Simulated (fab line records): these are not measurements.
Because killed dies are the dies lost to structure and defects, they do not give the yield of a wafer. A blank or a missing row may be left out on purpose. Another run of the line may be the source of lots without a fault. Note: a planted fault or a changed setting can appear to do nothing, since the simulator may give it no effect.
The tool behind it: which one? ; flow sky130 ; 12 lots with 36 wafers sampled at 2 steps, on a route of 708 steps

WHAT THE GAUGES SHOWED, per wafer
SKY_VIA4_THK_MEAS_20: measures by xrf.
lot;measured;on;VIA4_W_THK (nm)
L585;day 42 22:14;film_metro-04;527 521 521
L588;day 43 10:22;film_metro-02;520 513 514
L586;day 43 12:23;film_metro-01;525 527 510
L592;day 44 14:47;film_metro-01;523 522 515
L595;day 45 04:28;film_metro-01;521 523 513
L602;day 47 02:32;film_metro-02;507 511 515
L603;day 47 05:15;film_metro-01;525 516 519
L604;day 47 10:23;film_metro-01;525 522 521
L605;day 48 00:39;film_metro-02;514 513 513
L606;day 48 13:40;film_metro-01;525 523 523
L608;day 48 14:25;film_metro-01;522 522 524
L607;day 48 14:40;film_metro-02;509 509 514

WHICH TOOL RAN EACH LOT (tool, then ch and the chambers of the sampled wafers, then the start)
lot;SKY_CAPM_SPUTTER_02
L585;pvd_sputter-04, day 36 12:56
L588;pvd_sputter-01, day 37 01:46
L586;pvd_sputter-02, day 37 05:57
L592;pvd_sputter-01, day 38 10:59
L595;pvd_sputter-01, day 39 02:18
L602;pvd_sputter-02, day 41 05:17
L603;pvd_sputter-01, day 41 11:54
L604;pvd_sputter-04, day 41 16:53
L605;pvd_sputter-04, day 42 08:41
L606;pvd_sputter-04, day 43 00:44
L608;pvd_sputter-02, day 43 01:23
L607;pvd_sputter-02, day 43 02:15
- SKY_CAPM_SPUTTER_02: material TiN, target thk 200 nm, time 166.7 s.

AS READ BY THE TOOLS THEMSELVES (means over the sampled wafers that have a number; for cases with no such wafer, the mark the record gives instead)
SKY_CAPM_SPUTTER_02.
lot;tool;throttle_valve_pct (%)
L585;pvd_sputter-04;30.8
L588;pvd_sputter-01;29.9
L586;pvd_sputter-02;29.9
L592;pvd_sputter-01;30.5
L595;pvd_sputter-01;29.8
L602;pvd_sputter-02;29.9
L603;pvd_sputter-01;30.4
L604;pvd_sputter-04;30.9
L605;pvd_sputter-04;31.0
L606;pvd_sputter-04;30.4
L608;pvd_sputter-02;29.9
L607;pvd_sputter-02;30.0

THE ANSWER, worked out from the rows above alone
Rule: what is usual is taken from the lots themselves. The widest of any qualifying gaps counts: lots, ordered by their means at a reading, are off when they make up no more than a third of the lots, leave a main group of 4 or more, and stand apart from it by 3 or more times the standard deviation of that group's means. If all means in a main group match to the digits the tables above print for the reading, that group is not used. Also off: a lot with no number at a reading for which 4 or more lots have one. Any other lot the step has rows for is counted as sound. First the gauges in route order, then the tools' own readings, where a lot's mean is used as printed above. The first step at which some lot is off is used, and at that step the reading that is off furthest; a lot without a number counts as furthest.
Nothing can be told from this: no lot is off at any reading shown.

WHAT THE SIMULATOR PUT IN
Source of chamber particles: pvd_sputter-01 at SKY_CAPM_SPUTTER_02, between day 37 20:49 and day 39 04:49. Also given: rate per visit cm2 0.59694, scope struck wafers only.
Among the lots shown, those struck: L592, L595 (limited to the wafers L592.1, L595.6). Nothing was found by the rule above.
